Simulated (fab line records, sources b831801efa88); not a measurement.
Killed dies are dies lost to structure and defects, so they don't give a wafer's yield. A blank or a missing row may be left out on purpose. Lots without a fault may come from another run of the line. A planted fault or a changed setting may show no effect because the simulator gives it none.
Which tool did it? | flow sky130 | 12 lots, 36 wafers sampled, at 1 step of a route of 708

WHAT THE GAUGES READ, wafer by wafer
SKY_LOCAL_INTERCONNECT_RS_MEAS_01: measures by four-point-probe.
lot  | measured     | on            | LOCAL_INTERCONNECT_TIN_RS (ohm/sq)
L075 | day 29 11:27 | film_metro-03 | 13.97 13.81 13.86
L077 | day 30 02:08 | film_metro-03 | 14.22 14.22 14.16
L079 | day 31 09:38 | film_metro-03 | 13.49 13.75 14.15
L082 | day 32 15:55 | film_metro-03 | 14.32 14.48 14.29
L084 | day 32 18:34 | film_metro-03 | 14.33 14.04 14.11
L085 | day 32 23:52 | film_metro-03 | 13.91 14.10 13.90
L087 | day 33 12:38 | film_metro-03 | 13.96 14.02 13.89
L089 | day 33 23:44 | film_metro-01 | 14.14 13.97 14.14
L091 | day 34 18:56 | film_metro-01 | 14.21 14.05 14.02
L093 | day 35 05:39 | film_metro-04 | 14.15 14.26 13.66
L095 | day 35 19:29 | film_metro-01 | 13.86 13.86 13.89
L097 | day 36 09:47 | film_metro-03 | 14.14 14.14 14.28

WHICH TOOL RAN EACH LOT (tool, then ch and the chambers of the sampled wafers, then the start)
The record holds no process step before these readings.

THE ANSWER, worked out from the rows above alone
Rule: what is usual is taken from the lots themselves. Put in order of their means at a reading, lots are off if they are a third of the lots or fewer, leave a main group of 4 or more, and stand apart from it by a gap of 3 or more times the standard deviation of the main group's means; of several such gaps the widest counts. A main group whose means are all the same, to the digits that the tables above print for the reading, isn't used. A lot without any number at a reading at which 4 lots or more have one is off too. The other lots that the step has rows for count as sound.
No lot is off at any reading shown: from this, nothing can be told.

WHAT THE SIMULATOR HAD PUT IN
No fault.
